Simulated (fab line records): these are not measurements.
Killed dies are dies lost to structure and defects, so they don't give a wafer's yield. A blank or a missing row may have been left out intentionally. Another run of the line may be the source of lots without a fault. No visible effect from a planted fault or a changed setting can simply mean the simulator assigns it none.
fab line records	flow gf180mcu
[record] lots = 24	wafers = 72	last_day = 34
route steps=602 shown CONTACT@313 M1@315 V1@359 V3@455 M4@472 MIM@509
lots that met no fault: from a run of the same line without faults
start_h: hours from the record's first day to the start of the lot's first wafer shown	wait_h: hours from the lot's prior step to this one	" same as the row above	L1.1+2: a single row standing in for several wafers	- value missing, or start not given	* or withheld: withheld	< > ~ a bound
route shown NAME@n: NAME is a module with steps in the file, n the number in the route of the first one	usual: mean and standard deviation over wafers with no fault	same: alike in all rows	chamber/n: place in a boat	sites: per-site readings	_std_site: standard deviation of those values	_edge_site: outer sites' mean less inner sites'	radius_mm: for every site, how far away it sits from the centre of the wafer	mask NAME#n: copy n	behind: tool/chamber where the wafer was last shaped	hold: why the lot was held/for how many hours/how that ended	device: which transistor (n, p or np) failed to switch	end of line: the tests these same wafers got at the end of their route	a step given without rows: its recipe and nothing more	killed: dies lost to structure and defects at the first sort, not the wafer's yield	map: shows each die of a wafer: x if killed, . if not, _ if none is there
set.NAME: the run value of the setting; set.NAME@STEP: its run value at that earlier step	model.NAME: the simulator's own value behind a step, which no gauge read
a sample of lots followed through the steps of the route, with each step as a table and each wafer as a row
services: a tool's chamber out of use, with start hour (start_h, from the record's first day; less than 0 if before it), hours out, and reason
[[steps]]
[step GF_CONTACT_THK_MEAS_26]
[recipe] thk_meas_gauge = xrf	reads = W_of_CONTACT_CVD_24
[usual] CONTACT_W_THK = 306/7
lot.wafer	tool	chamber	start_h	wait_h	CONTACT_W_THK[nm]
L074.1	film_metro-04	-	370.41	0.1	304
L074.4	"	-	"	"	304
L074.6	"	-	"	"	305
L075.1	film_metro-01	-	375.96	0.1	299
L075.2	"	-	"	"	298
L075.3	"	-	"	"	300
L076.2	film_metro-02	-	390.72	0.1	305
L076.3	"	-	"	"	309
L076.5	"	-	"	"	304
L077.2	film_metro-01	-	407.50	0.1	306
L077.4	"	-	"	"	300
L077.5	"	-	"	"	303
L078.1	film_metro-04	-	417.30	0.1	296
L078.2	"	-	"	"	304
L078.3	"	-	"	"	291
L079.2	film_metro-02	-	432.28	0.1	311
L079.3	"	-	"	"	307
L079.4	"	-	"	"	309
L081.3	film_metro-02	-	436.83	0.1	323
L081.5	"	-	"	"	326
L081.6	"	-	"	"	306
L080.1	film_metro-01	-	440.96	0.1	313
L080.4	"	-	"	"	299
L080.5	"	-	"	"	298
L082.1	film_metro-04	-	448.41	0.1	300
L082.3	"	-	"	"	301
L082.5	"	-	"	"	299
L084.3	film_metro-04	-	460.66	0.1	301
L084.4	"	-	"	"	305
L084.5	"	-	"	"	303
L083.1	film_metro-01	-	465.99	0.1	299
L083.2	"	-	"	"	302
L083.4	"	-	"	"	303
L085.3	film_metro-02	-	476.55	0.1	301
L085.4	"	-	"	"	304
L085.6	"	-	"	"	303
L086.2	film_metro-02	-	478.36	0.1	310
L086.3	"	-	"	"	325
L086.6	"	-	"	"	314
L087.2	film_metro-02	-	488.32	0.1	305
L087.3	"	-	"	"	305
L087.6	"	-	"	"	310
L088.1	film_metro-04	-	499.10	0.1	310
L088.2	"	-	"	"	294
L088.3	"	-	"	"	297
L090.1	film_metro-02	-	516.80	0.1	306
L090.4	"	-	"	"	305
L090.6	"	-	"	"	313
L089.1	film_metro-01	-	518.38	0.1	309
L089.3	"	-	"	"	306
L089.4	"	-	"	"	317
L091.1	film_metro-01	-	522.27	0.1	304
L091.2	"	-	"	"	298
L091.3	"	-	"	"	300
L092.4	film_metro-01	-	536.93	0.1	314
L092.5	"	-	"	"	312
L092.6	"	-	"	"	301
L093.3	film_metro-04	-	544.90	0.1	304
L093.5	"	-	"	"	302
L093.6	"	-	"	"	303
L094.2	film_metro-01	-	546.55	0.1	304
L094.4	"	-	"	"	300
L094.5	"	-	"	"	302
L095.3	film_metro-04	-	551.11	0.1	300
L095.4	"	-	"	"	315
L095.6	"	-	"	"	301
L097.3	film_metro-02	-	567.63	0.1	318
L097.4	"	-	"	"	306
L097.6	"	-	"	"	303
L096.1	film_metro-02	-	569.76	0.1	317
L096.2	"	-	"	"	304
L096.5	"	-	"	"	315
[step GF_M1_SPUTTER_00]
[recipe] material = Ti	target_thk_nm = 37.5	arriving_ion_energy_ev = 80	substrate_temp_c = 200	chamber_pressure_pa = 2	power_w = 4000	time_s = 150
[usual] throttle_valve_pct = 30.3/0.91
lot.wafer	tool	chamber	start_h	wait_h	throttle_valve_pct
L074.1	pvd_sputter-04	-	370.77	0.1	29.8
L074.4	"	-	"	"	30.3
L074.6	"	-	"	"	30.5
L075.1	pvd_sputter-02	-	376.32	0.2	32.2
L075.2	"	-	"	"	29.7
L075.3	"	-	"	"	30.7
L076.2	pvd_sputter-04	-	391.23	0.1	29.3
L076.3	"	-	"	"	30.9
L076.5	"	-	"	"	31.4
L077.2	pvd_sputter-04	-	407.85	0.2	29.7
L077.4	"	-	"	"	29.4
L077.5	"	-	"	"	30.2
L078.1	pvd_sputter-02	-	417.66	0.2	30.4
L078.2	"	-	"	"	29.3
L078.3	"	-	"	"	32.2
L079.2	pvd_sputter-04	-	432.63	0.1	31.2
L079.3	"	-	"	"	30.1
L079.4	"	-	"	"	29.8
L081.3	pvd_sputter-04	-	437.17	0.1	29.7
L081.5	"	-	"	"	30.1
L081.6	"	-	"	"	29.5
L080.1	pvd_sputter-04	-	441.32	0.2	30.1
L080.4	"	-	"	"	29.5
L080.5	"	-	"	"	30.2
L082.1	pvd_sputter-02	-	448.77	0.2	29.6
L082.3	"	-	"	"	30.2
L082.5	"	-	"	"	30.5
L084.3	pvd_sputter-03	-	461.00	0.2	29.1
L084.4	"	-	"	"	28.9
L084.5	"	-	"	"	30.3
L083.1	pvd_sputter-02	-	466.35	0.2	32.1
L083.2	"	-	"	"	30.5
L083.4	"	-	"	"	29.6
L085.3	pvd_sputter-04	-	476.89	0.2	29.6
L085.4	"	-	"	"	29.5
L085.6	"	-	"	"	30.1
L086.2	pvd_sputter-03	-	478.71	0.1	29.1
L086.3	"	-	"	"	29.1
L086.6	"	-	"	"	29.0
L087.2	pvd_sputter-04	-	488.67	0.1	31.0
L087.3	"	-	"	"	29.2
L087.6	"	-	"	"	30.3
L088.1	pvd_sputter-04	-	499.46	0.2	31.2
L088.2	"	-	"	"	30.1
L088.3	"	-	"	"	29.5
L090.1	pvd_sputter-04	-	517.16	0.1	29.5
L090.4	"	-	"	"	30.1
L090.6	"	-	"	"	31.0
L089.1	pvd_sputter-03	-	518.78	0.1	30.0
L089.3	"	-	"	"	29.2
L089.4	"	-	"	"	31.6
L091.1	pvd_sputter-04	-	522.99	0.2	30.2
L091.2	"	-	"	"	31.1
L091.3	"	-	"	"	29.5
L092.4	pvd_sputter-03	-	537.26	0.1	29.4
L092.5	"	-	"	"	29.3
L092.6	"	-	"	"	31.8
L093.3	pvd_sputter-02	-	545.24	0.2	32.1
L093.5	"	-	"	"	32.1
L093.6	"	-	"	"	31.0
L094.2	pvd_sputter-02	-	547.04	0.2	32.0
L094.4	"	-	"	"	31.0
L094.5	"	-	"	"	30.4
L095.3	pvd_sputter-02	-	551.45	0.1	31.9
L095.4	"	-	"	"	29.6
L095.6	"	-	"	"	30.2
L097.3	pvd_sputter-03	-	568.13	0.1	29.5
L097.4	"	-	"	"	32.0
L097.6	"	-	"	"	29.8
L096.1	pvd_sputter-02	-	570.12	0.1	30.5
L096.2	"	-	"	"	30.9
L096.5	"	-	"	"	32.3
[step GF_V1_RS_MEAS_24]
[recipe] thk_meas_gauge = four-point-probe	reads = W_of_V1_CVD_23+TiN_of_V1_SPUTTER_22+Ti_of_V1_SPUTTER_21
[usual] V1_W_RS = 0.327/0.0059
lot.wafer	tool	chamber	start_h	wait_h	V1_W_RS[ohm/sq]
L074.1	film_metro-03	-	420.69	0.1	0.317
L074.4	"	-	"	"	0.319
L074.6	"	-	"	"	0.315
L075.1	film_metro-02	-	426.61	0.1	0.337
L075.2	"	-	"	"	0.332
L075.3	"	-	"	"	0.335
L076.2	film_metro-03	-	442.52	0.1	0.330
L076.3	"	-	"	"	0.332
L076.5	"	-	"	"	0.332
L077.2	film_metro-02	-	459.96	0.1	0.316
L077.4	"	-	"	"	0.330
L077.5	"	-	"	"	0.332
L078.1	film_metro-02	-	469.57	0.2	0.335
L078.2	"	-	"	"	0.332
L078.3	"	-	"	"	0.333
L079.2	film_metro-02	-	484.56	0.1	0.332
L079.3	"	-	"	"	0.316
L079.4	"	-	"	"	0.330
L081.3	film_metro-04	-	489.42	0.1	0.315
L081.5	"	-	"	"	0.331
L081.6	"	-	"	"	0.313
L080.1	film_metro-04	-	494.24	0.1	0.333
L080.4	"	-	"	"	0.330
L080.5	"	-	"	"	0.335
L082.1	film_metro-04	-	502.20	0.1	0.327
L082.3	"	-	"	"	0.328
L082.5	"	-	"	"	0.325
L084.3	film_metro-03	-	512.57	0.1	0.329
L084.4	"	-	"	"	0.321
L084.5	"	-	"	"	0.330
L083.1	film_metro-04	-	518.00	0.1	0.328
L083.2	"	-	"	"	0.331
L083.4	"	-	"	"	0.327
L085.3	film_metro-03	-	527.15	0.1	0.329
L085.4	"	-	"	"	0.332
L085.6	"	-	"	"	0.329
L086.2	film_metro-02	-	529.04	0.1	0.321
L086.3	"	-	"	"	0.321
L086.6	"	-	"	"	0.324
L087.2	film_metro-02	-	539.36	0.1	0.331
L087.3	"	-	"	"	0.330
L087.6	"	-	"	"	0.332
L088.1	film_metro-03	-	549.00	0.1	0.335
L088.2	"	-	"	"	0.315
L088.3	"	-	"	"	0.316
L090.1	film_metro-04	-	566.09	0.1	0.322
L090.4	"	-	"	"	0.330
L090.6	"	-	"	"	0.326
L089.1	film_metro-04	-	567.05	0.1	0.318
L089.3	"	-	"	"	0.317
L089.4	"	-	"	"	0.330
L091.1	film_metro-03	-	572.10	0.1	0.318
L091.2	"	-	"	"	0.331
L091.3	"	-	"	"	0.320
L092.4	film_metro-04	-	584.91	0.1	0.318
L092.5	"	-	"	"	0.332
L092.6	"	-	"	"	0.318
L093.3	film_metro-04	-	592.36	0.1	0.318
L093.5	"	-	"	"	0.336
L093.6	"	-	"	"	0.318
L094.2	film_metro-03	-	594.21	0.1	0.330
L094.4	"	-	"	"	0.328
L094.5	"	-	"	"	0.331
L095.3	film_metro-02	-	598.38	0.1	0.331
L095.4	"	-	"	"	0.327
L095.6	"	-	"	"	0.325
L097.3	film_metro-02	-	614.24	0.1	0.326
L097.4	"	-	"	"	0.326
L097.6	"	-	"	"	0.320
L096.1	film_metro-03	-	616.90	0.1	0.327
L096.2	"	-	"	"	0.328
L096.5	"	-	"	"	0.325
[step GF_V3_CMP_26]
[recipe] stop_on = SiO2	down_force_psi = 3.5	platen_rpm = 60	t_overpolish_s = 15	target_thk_nm = 0	pad_velocity_m_s = 0.94248
[usual] motor_current_A = 11.0/1.3	overpolish_run_s = 14.999/0.0099	time_to_endpoint_s = 84/3.1
lot.wafer	tool	chamber	start_h	wait_h	motor_current_A	overpolish_run_s	time_to_endpoint_s
L074.1	cmp-02	0	525.91	0.1	12.3	14.979	87
L074.4	"	1	"	"	9.7	15.012	81
L074.6	"	0	"	"	11.5	15.017	85
L075.1	cmp-02	3	530.99	0.1	9.3	15.002	81
L075.3	"	0	"	"	11.3	14.991	87
L075.2	"	1	"	"	10.4	14.989	85
L076.2	cmp-01	1	546.46	0.0	9.8	14.996	86
L076.3	"	0	"	"	11.5	14.989	89
L076.5	"	2	"	"	13.0	15.022	89
L077.4	cmp-01	1	561.64	0.1	9.8	14.992	85
L077.2	"	3	"	"	10.0	15.003	83
L077.5	"	1	"	"	9.4	14.984	85
L078.3	cmp-01	3	571.56	0.3	10.1	14.989	84
L078.1	"	1	"	"	9.5	15.000	87
L078.2	"	2	"	"	12.4	15.011	85
L079.4	cmp-01	1	584.73	0.1	9.8	14.995	85
L079.3	"	2	"	"	13.0	15.023	85
L079.2	"	3	"	"	10.2	14.994	81
L081.3	cmp-01	3	587.78	0.1	10.7	15.018	78
L081.6	"	2	"	"	12.8	15.001	83
L081.5	"	3	"	"	10.3	14.994	82
L080.4	cmp-01	0	592.23	0.1	12.0	14.999	82
L080.1	"	2	"	"	13.3	14.995	84
L080.5	"	3	"	"	9.9	15.008	80
L082.1	cmp-02	1	599.27	0.1	10.6	15.003	81
L082.3	"	2	"	"	12.8	15.018	81
L082.5	"	3	"	"	8.8	14.996	80
L084.4	cmp-02	3	609.33	0.0	9.2	14.996	81
L084.3	"	1	"	"	10.1	14.994	80
L084.5	"	3	"	"	9.1	14.992	82
L083.1	cmp-02	1	614.08	0.1	10.4	14.996	81
L083.2	"	2	"	"	13.1	15.008	84
L083.4	"	3	"	"	9.5	14.995	80
L085.3	cmp-01	0	623.21	0.1	11.5	15.009	87
L085.4	"	1	"	"	10.0	15.007	87
L085.6	"	0	"	"	11.7	14.985	84
L086.3	cmp-01	0	624.02	0.0	11.7	15.004	80
L086.2	"	2	"	"	13.0	15.012	87
L086.6	"	1	"	"	9.5	15.004	85
L087.2	cmp-01	3	632.53	0.0	10.4	15.006	80
L087.3	"	0	"	"	11.6	14.997	84
L087.6	"	3	"	"	9.9	15.017	86
L088.1	cmp-01	2	641.67	0.1	12.2	15.010	86
L088.2	"	3	"	"	9.3	15.004	87
L088.3	"	0	"	"	11.5	14.997	85
L090.4	cmp-01	3	656.98	0.0	9.8	15.013	82
L090.1	"	2	"	"	12.8	14.990	78
L090.6	"	3	"	"	10.1	14.986	85
L089.4	cmp-02	3	657.94	0.0	9.2	14.991	91
L089.1	"	0	"	"	11.6	14.988	86
L089.3	"	2	"	"	14.1	14.996	86
L091.1	cmp-02	1	662.92	0.1	10.6	14.997	89
L091.3	"	2	"	"	13.6	15.004	89
L091.2	"	3	"	"	9.2	14.993	92
L092.4	cmp-01	1	673.78	0.1	9.9	15.002	86
L092.5	"	3	"	"	9.5	14.991	88
L092.6	"	0	"	"	11.8	14.986	85
L093.3	cmp-01	0	681.33	0.1	11.3	15.005	87
L093.5	"	2	"	"	12.8	15.000	87
L093.6	"	3	"	"	10.0	15.012	80
L094.4	cmp-01	0	682.68	0.1	11.2	15.004	82
L094.2	"	1	"	"	9.5	15.000	86
L094.5	"	3	"	"	9.9	14.965	83
L095.4	cmp-02	3	688.01	0.1	9.1	15.014	83
L095.3	"	0	"	"	11.9	15.007	86
L095.6	"	2	"	"	13.0	15.015	84
L097.4	cmp-02	2	700.32	0.0	13.6	14.986	80
L097.3	"	3	"	"	9.4	14.996	87
L097.6	"	3	"	"	9.6	15.011	81
L096.1	cmp-02	0	702.09	0.1	11.8	14.993	89
L096.2	"	1	"	"	10.4	14.991	83
L096.5	"	1	"	"	10.4	15.001	85
[step GF_M4_METAL_ETCH_16]
[recipe] chemistry = Cl2/BCl3	mask_material = KrF	target_depth_nm = 627.5	stop_on = SiO2	pressure_mtorr = 8	icp_w = 788.3	bias_w = 140	Cl2_flow_sccm = 80	bcl3_flow_sccm = 40	time_s = 104.6
[usual] drypump_motor_current_A = 5.9/0.43	mfc_cl2_sccm = 79.99/0.25	oes_product_au = 0.973/0.0058	throttle_valve_pct = 28.249/0.011
lot.wafer	tool	chamber	start_h	wait_h	drypump_motor_current_A	mfc_cl2_sccm	oes_product_au	rf_hours_counter_h	throttle_valve_pct
L074.1	rie_metal-02	0	549.93	0.0	6.5	79.69	0.979	0	28.229
L074.4	"	1	"	"	6.2	79.83	0.973	-	28.248
L074.6	"	0	"	"	6.5	79.72	0.968	-	28.247
L075.1	rie_metal-01	0	554.83	0.0	5.3	79.97	0.985	12	28.243
L075.2	"	1	"	"	6.0	79.93	0.984	1	28.239
L075.3	"	1	"	"	6.0	79.74	0.973	-	28.249
L076.2	rie_metal-02	0	569.43	0.0	6.5	79.36	0.982	1	28.241
L076.3	"	1	"	"	6.2	79.97	0.977	-	28.246
L076.5	"	1	"	"	6.2	80.25	0.976	-	28.250
L077.2	rie_metal-02	0	584.25	0.0	6.5	80.11	0.968	1	28.266
L077.4	"	1	"	"	6.2	79.66	0.965	-	28.265
L077.5	"	0	"	"	6.5	79.92	0.963	-	28.259
L078.1	rie_metal-04	1	593.85	0.0	5.6	79.74	0.975	5	28.240
L078.2	"	0	"	"	5.4	79.75	0.974	3	28.238
L078.3	"	1	"	"	5.6	80.12	0.973	-	28.249
L079.2	rie_metal-01	1	606.42	0.1	6.0	80.02	0.966	-	28.263
L079.3	"	1	"	"	5.9	79.83	0.970	-	28.258
L079.4	"	1	"	"	6.0	80.00	0.967	-	28.261
L081.3	rie_metal-02	1	609.26	0.1	6.2	80.03	0.979	-	28.243
L081.5	"	0	"	"	6.5	79.92	0.968	-	28.258
L081.6	"	1	"	"	6.2	80.21	0.962	-	28.252
L080.1	rie_metal-04	0	614.13	0.0	5.5	80.08	0.983	4	28.236
L080.4	"	0	"	"	5.4	80.22	0.965	-	28.249
L080.5	"	1	"	"	5.6	79.97	0.971	-	28.255
L082.1	rie_metal-02	0	621.13	0.0	6.5	80.18	0.962	2	28.282
L082.3	"	1	"	"	6.2	79.80	0.964	-	28.275
L082.5	"	0	"	"	6.5	80.13	0.966	-	28.245
L084.3	rie_metal-01	1	630.71	0.1	6.0	79.85	0.972	-	28.258
L084.4	"	0	"	"	5.3	80.32	0.971	-	28.234
L084.5	"	0	"	"	5.3	79.57	0.971	-	28.256
L083.1	rie_metal-04	1	635.70	0.0	5.6	80.03	0.981	6	28.257
L083.2	"	0	"	"	5.4	79.94	0.970	4	28.244
L083.4	"	1	"	"	5.6	80.25	0.975	-	28.239
L085.3	rie_metal-01	1	644.26	0.1	6.0	80.20	0.973	-	28.235
L085.4	"	0	"	"	5.3	80.20	0.983	-	28.239
L085.6	"	1	"	"	6.0	80.21	0.983	-	28.252
L086.2	rie_metal-04	1	644.28	0.0	5.6	79.82	0.969	6	28.248
L086.3	"	0	"	"	5.4	79.84	0.970	-	28.243
L086.6	"	0	"	"	5.4	80.00	0.970	-	28.253
L087.2	rie_metal-02	0	652.88	0.0	6.5	80.27	0.987	3	28.239
L087.3	"	1	"	"	6.2	79.55	0.977	-	28.241
L087.6	"	0	"	"	6.5	80.13	0.986	-	28.257
L088.1	rie_metal-01	0	662.15	0.0	5.3	80.28	0.975	1	28.263
L088.2	"	1	"	"	6.0	80.23	0.978	6	28.242
L088.3	"	0	"	"	5.3	80.32	0.976	-	28.243
L090.1	rie_metal-01	1	676.78	0.0	6.0	79.89	0.963	6	28.263
L090.4	"	1	"	"	6.0	79.83	0.968	-	28.255
L090.6	"	1	"	"	6.0	79.63	0.976	-	28.270
L089.1	rie_metal-02	1	677.48	0.0	6.2	80.33	0.972	11	28.244
L089.3	"	0	"	"	6.5	79.92	0.971	-	28.250
L089.4	"	1	"	"	6.2	79.91	0.969	-	28.259
L091.1	rie_metal-04	1	682.53	0.0	5.6	79.73	0.974	8	28.249
L091.2	"	0	"	"	5.4	79.86	0.970	6	28.248
L091.3	"	0	"	"	5.4	79.59	0.960	-	28.258
L092.4	rie_metal-02	0	693.77	0.0	6.5	80.03	0.981	-	28.254
L092.5	"	0	"	"	6.5	79.85	0.979	-	28.261
L092.6	"	1	"	"	6.2	80.38	0.973	-	28.254
L093.3	rie_metal-02	0	700.71	0.1	6.5	80.04	0.969	-	28.244
L093.5	"	1	"	"	6.2	80.19	0.965	-	28.234
L093.6	"	0	"	"	6.6	80.12	0.967	-	28.254
L094.2	rie_metal-04	1	702.00	0.0	5.6	79.88	0.973	8	28.248
L094.4	"	0	"	"	5.4	79.88	0.974	-	28.261
L094.5	"	1	"	"	5.6	80.28	0.975	-	28.259
L095.3	rie_metal-04	1	707.74	0.1	5.6	80.62	0.971	-	28.253
L095.4	"	0	"	"	5.5	79.65	0.974	-	28.228
L095.6	"	0	"	"	5.4	79.64	0.974	-	28.269
L097.3	rie_metal-04	1	719.36	0.1	5.6	80.18	0.973	-	28.239
L097.4	"	0	"	"	5.4	79.86	0.965	-	28.250
L097.6	"	0	"	"	5.4	79.92	0.964	-	28.251
L096.1	rie_metal-04	0	721.45	0.0	5.5	79.95	0.973	7	28.255
L096.2	"	1	"	"	5.6	80.11	0.968	9	28.244
L096.5	"	1	"	"	5.6	79.75	0.978	-	28.239
[step GF_MIM_THK_MEAS_06]
[recipe] reads = Si3N4_of_MIM_CVD_05
[usual] MIM_CVD_05_THK = 42.0/0.57
lot.wafer	tool	chamber	start_h	wait_h	MIM_CVD_05_THK[nm]
L074.1	film_metro-03	-	575.87	0.0	41.5
L074.4	"	-	"	"	41.8
L074.6	"	-	"	"	41.9
L075.1	film_metro-02	-	580.06	0.0	41.8
L075.2	"	-	"	"	41.4
L075.3	"	-	"	"	41.3
L076.2	film_metro-02	-	594.82	0.0	42.3
L076.3	"	-	"	"	42.4
L076.5	"	-	"	"	42.9
L077.2	film_metro-01	-	608.52	0.0	41.0
L077.4	"	-	"	"	42.1
L077.5	"	-	"	"	41.9
L078.1	film_metro-03	-	618.46	0.0	41.2
L078.2	"	-	"	"	40.8
L078.3	"	-	"	"	41.4
L079.2	film_metro-01	-	630.70	0.0	41.0
L079.3	"	-	"	"	40.6
L079.4	"	-	"	"	42.3
L081.3	film_metro-03	-	632.97	0.0	42.5
L081.5	"	-	"	"	42.7
L081.6	"	-	"	"	43.2
L080.1	film_metro-02	-	637.74	0.0	42.5
L080.4	"	-	"	"	42.3
L080.5	"	-	"	"	42.7
L082.1	film_metro-01	-	645.23	0.0	41.4
L082.3	"	-	"	"	41.5
L082.5	"	-	"	"	41.9
L084.3	film_metro-03	-	653.56	0.0	42.3
L084.4	"	-	"	"	42.7
L084.5	"	-	"	"	42.7
L083.1	film_metro-03	-	659.86	0.0	41.4
L083.2	"	-	"	"	41.3
L083.4	"	-	"	"	41.1
L085.3	film_metro-01	-	667.07	0.0	42.5
L085.4	"	-	"	"	42.6
L085.6	"	-	"	"	42.3
L086.2	film_metro-02	-	667.84	0.0	42.1
L086.3	"	-	"	"	42.7
L086.6	"	-	"	"	42.1
L087.2	film_metro-03	-	675.54	0.0	41.8
L087.3	"	-	"	"	41.1
L087.6	"	-	"	"	42.0
L088.1	film_metro-03	-	684.71	0.0	41.6
L088.2	"	-	"	"	41.8
L088.3	"	-	"	"	41.2
L090.1	film_metro-02	-	699.08	0.0	41.1
L090.4	"	-	"	"	42.1
L090.6	"	-	"	"	42.1
L089.1	film_metro-03	-	699.62	0.0	41.7
L089.3	"	-	"	"	41.2
L089.4	"	-	"	"	41.7
L091.1	film_metro-03	-	704.86	0.0	42.5
L091.2	"	-	"	"	42.2
L091.3	"	-	"	"	42.5
L092.4	film_metro-01	-	716.00	0.0	42.2
L092.5	"	-	"	"	42.1
L092.6	"	-	"	"	42.3
L093.3	film_metro-03	-	722.43	0.0	42.5
L093.5	"	-	"	"	42.5
L093.6	"	-	"	"	42.7
L094.2	film_metro-03	-	723.72	0.0	42.6
L094.4	"	-	"	"	43.2
L094.5	"	-	"	"	42.7
L095.3	film_metro-02	-	730.17	0.0	41.4
L095.4	"	-	"	"	41.9
L095.6	"	-	"	"	42.0
L097.3	film_metro-01	-	740.04	0.0	41.7
L097.4	"	-	"	"	42.3
L097.6	"	-	"	"	42.4
L096.1	film_metro-01	-	742.25	0.0	41.2
L096.2	"	-	"	"	41.9
L096.5	"	-	"	"	41.8
[[services]]
tool	chamber	start_h	hours	kind
rie_metal-02	-	351.85	2.8	pm
cmp-02	-	374.37	1.2	repair
cmp-02	-	388.97	8.6	pm
cmp-01	-	400.06	5.3	pm
cmp-01	-	405.32	4.0	pm
pvd_sputter-04	-	426.53	5.5	repair
rie_metal-04	-	436.97	0.2	repair
cmp-02	-	443.28	1.0	repair
rie_metal-04	-	454.05	0.6	repair
cmp-02	-	489.38	3.3	repair
pvd_sputter-04	-	491.04	2.2	repair
cmp-02	-	517.56	6.5	pm
cmp-02	-	543.86	2.3	repair
cmp-02	-	563.82	29.3	pm
cmp-02	-	593.12	4.0	pm
cmp-01	-	597.12	8.0	pm
pvd_sputter-04	-	617.91	5.6	repair
cmp-02	-	623.57	1.5	repair
cmp-01	-	650.85	3.5	repair
pvd_sputter-04	-	661.09	8.7	repair
cmp-01	-	662.61	1.3	repair
cmp-01	-	664.09	1.9	repair
cmp-02	-	691.30	1.6	repair
pvd_sputter-04	-	714.70	1.3	repair
[[key]]
fault none
